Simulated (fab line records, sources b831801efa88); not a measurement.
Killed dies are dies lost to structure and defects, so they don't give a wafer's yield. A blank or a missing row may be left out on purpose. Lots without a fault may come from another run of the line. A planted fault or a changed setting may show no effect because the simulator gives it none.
Which tool did it? | flow sfq_line | 15 lots, 45 wafers sampled, at 4 steps of a route of 325

WHAT THE GAUGES READ, wafer by wafer
SFQ_INCOMING_BOW_MEAS_900. Usual: INCOMING_BOW 1 um, standard deviation 6.9.
lot  | measured    | on            | INCOMING_BOW (um) | flag
L759 | day 1 10:01 | film_metro-02 | 5 5 9             |
L760 | day 1 15:00 | film_metro-02 | -3 12 5           |
L762 | day 2 01:00 | film_metro-01 | 1 2 -13           |
L763 | day 2 06:01 | film_metro-01 | 2 -3 2            |
L764 | day 2 11:02 | film_metro-03 | 4 -8 0            |
L767 | day 3 02:01 | film_metro-03 | -6 13 3           |
L768 | day 3 07:00 | film_metro-01 | 14 12 -3          |
L769 | day 3 12:02 | film_metro-01 | 0 -1 4            |
L770 | day 3 17:01 | film_metro-03 | 4 -9 -4           |
L776 | day 4 23:00 | film_metro-02 | -2 5 5            |
L777 | day 5 04:01 | film_metro-02 | -2 2 -7           |
L778 | day 5 09:02 | film_metro-03 | 2 2 5             |
L780 | day 5 19:00 | film_metro-02 | -7 -5 -10         |
L781 | day 6 00:02 | film_metro-01 | -1 11 12          |
L782 | day 6 05:00 | film_metro-02 | -1 14 3           |

SFQ_C5_OVL_MEAS_937. Usual: C5_OVL -1 nm, standard deviation 4.8.
lot  | measured     | on         | C5_OVL (nm) | flag
L759 | day 60 16:01 | overlay-02 | 4 -1 0      |
L760 | day 60 20:41 | overlay-01 | 8 6 4       |
L762 | day 64 08:47 | overlay-02 | 0 -1 0      |
L763 | day 64 11:11 | overlay-02 | 2 5 2       |
L764 | day 68 19:51 | overlay-02 | -4 -3 5     |
L767 | day 75 20:34 | overlay-01 | - - -       | OFF
L768 | day 73 04:12 | overlay-01 | - - -       | OFF
L769 | day 75 22:58 | overlay-02 | - - -       | OFF
L770 | day 76 04:58 | overlay-02 | 0 -1 1      |
L776 | day 76 21:45 | overlay-01 | -4 -8 0     |
L777 | day 77 01:22 | overlay-01 | -3 -3 -2    |
L778 | day 77 07:22 | overlay-01 | -1 -5 -9    |
L780 | day 77 13:21 | overlay-01 | -4 -6 -9    |
L781 | day 77 15:46 | overlay-01 | -1 0 -4     |
L782 | day 77 18:09 | overlay-01 | -9 0 -6     |

WHICH TOOL RAN EACH LOT (tool, then ch and the chambers of the sampled wafers, then the start)
lot  | SFQ_TRILAYER_I1_VIA_LITHO_PEB_052 | SFQ_TRILAYER_M5_STRIP_STRIP_127
L759 | litho_track-02 ch 0, day 16 20:58 | rie_metal-01 ch 0,1, day 54 19:12
L760 | litho_track-02 ch 0, day 17 10:09 | rie_metal-02 ch 0, day 55 01:12
L762 | litho_track-01 ch 0, day 18 14:30 | rie_metal-02 ch 0,1, day 58 02:39
L763 | litho_track-02 ch 0, day 18 21:43 | rie_metal-03 ch 0,1, day 58 09:28
L764 | litho_track-03 ch 0, day 19 04:57 | rie_metal-03 ch 0,1, day 58 15:40
L767 | litho_track-02, day 19 20:31      | rie_metal-03 ch 0,1, day 61 02:31
L768 | litho_track-02, day 20 13:13      | rie_metal-01 ch 0,1, day 61 04:55
L769 | litho_track-02, day 20 21:40      | rie_metal-02 ch 0,1, day 61 06:19
L770 | litho_track-02 ch 0, day 21 08:58 | rie_metal-02 ch 1, day 61 09:51
L776 | litho_track-03 ch 0, day 22 15:02 | rie_metal-03 ch 0,1, day 61 23:03
L777 | litho_track-02 ch 0, day 22 20:58 | rie_metal-03 ch 0,1, day 62 01:27
L778 | litho_track-02 ch 0, day 22 22:11 | rie_metal-03 ch 0,1, day 62 05:15
L780 | litho_track-01 ch 0, day 23 06:32 | rie_metal-03 ch 0, day 62 08:39
L781 | litho_track-03 ch 0, day 23 16:11 | rie_metal-02 ch 0,1, day 62 10:03
L782 | litho_track-01 ch 0, day 23 19:32 | rie_metal-01 ch 0,1, day 62 12:15
- SFQ_TRILAYER_I1_VIA_LITHO_PEB_052: peb time 60 s.
- SFQ_TRILAYER_M5_STRIP_STRIP_127: strips in O2.

WHAT THE TOOLS THEMSELVES READ (means of the sampled wafers that have a number; where no wafer has one, the mark that the record gives instead)
SFQ_TRILAYER_I1_VIA_LITHO_PEB_052. Usual: chill_plate_temp_C 23.00 C, standard deviation 0.11; exhaust_pa 44.7 Pa, standard deviation 0.97.
lot  | tool           | chill_plate_temp_C (C) | exhaust_pa (Pa) | flag
L759 | litho_track-02 | 22.97                  | 43.8            |
L760 | litho_track-02 | 23.06                  | 45.8            |
L762 | litho_track-01 | 22.94                  | 44.5            |
L763 | litho_track-02 | 23.12                  | 45.6            |
L764 | litho_track-03 | 23.01                  | 45.5            |
L767 | litho_track-02 | -                      | -               | OFF
L768 | litho_track-02 | -                      | -               | OFF
L769 | litho_track-02 | -                      | -               | OFF
L770 | litho_track-02 | 22.99                  | 44.8            |
L776 | litho_track-03 | 22.96                  | 44.3            |
L777 | litho_track-02 | 23.03                  | 44.7            |
L778 | litho_track-02 | 23.03                  | 45.0            |
L780 | litho_track-01 | 23.04                  | 44.4            |
L781 | litho_track-03 | 23.09                  | 45.8            |
L782 | litho_track-01 | 22.97                  | 45.1            |

SFQ_TRILAYER_M5_STRIP_STRIP_127. Usual: chamber_pressure_mTorr 50.01 mTorr, standard deviation 0.042; drypump_motor_current_A 5.6 A, standard deviation 0.47; oes_product_au 0.995 a.u., standard deviation 0.0073.
lot  | tool         | chamber_pressure_mTorr (mTorr) | drypump_motor_current_A (A) | oes_product_au (a.u.) | flag
L759 | rie_metal-01 | 50.03                          | 5.4                         | 0.999                 |
L760 | rie_metal-02 | 50.01                          | 5.5                         | 0.995                 |
L762 | rie_metal-02 | 49.97                          | 5.6                         | 0.991                 |
L763 | rie_metal-03 | 49.98                          | 5.5                         | 0.996                 |
L764 | rie_metal-03 | 50.04                          | 6.0                         | 0.996                 |
L767 | rie_metal-03 | 50.01                          | 6.0                         | 1.000                 |
L768 | rie_metal-01 | 50.00                          | 5.4                         | 1.004                 |
L769 | rie_metal-02 | 49.98                          | 5.6                         | 0.993                 |
L770 | rie_metal-02 | 50.01                          | 5.7                         | 0.989                 |
L776 | rie_metal-03 | 50.00                          | 6.0                         | 0.992                 |
L777 | rie_metal-03 | 50.00                          | 5.5                         | 0.995                 |
L778 | rie_metal-03 | 50.01                          | 5.5                         | 0.994                 |
L780 | rie_metal-03 | 50.04                          | 5.1                         | 0.992                 |
L781 | rie_metal-02 | 49.96                          | 5.6                         | 0.989                 |
L782 | rie_metal-01 | 49.99                          | 5.4                         | 1.007                 |

THE ANSWER, worked out from the rows above alone
Rule: a lot is off if the mean of its wafers that have a number lies more than 3 standard deviations from the usual mean. A lot without any number at a reading at which 4 lots or more have one is off too. The other lots that the step has rows for count as sound. The gauges are gone through in route order, then the tools' own readings, and for those a lot's mean is taken as printed above. The first step at which some lot is off is used, and at that step the reading that is off furthest; a lot without a number counts as furthest.
Off: L767, L768, L769, at SFQ_C5_OVL_MEAS_937 (C5_OVL). Without a number there: L767, L768, L769.
A tool fits if, at a process step before that reading, it ran every lot that is off, and no sound lot after the first of them. The gauges at SFQ_C5_OVL_MEAS_937 aren't tried: what is off there is off at SFQ_TRILAYER_I1_VIA_LITHO_PEB_052 too, on other tools, and a gauge's error can't cause that. None of those tried fits.

WHAT THE SIMULATOR HAD PUT IN
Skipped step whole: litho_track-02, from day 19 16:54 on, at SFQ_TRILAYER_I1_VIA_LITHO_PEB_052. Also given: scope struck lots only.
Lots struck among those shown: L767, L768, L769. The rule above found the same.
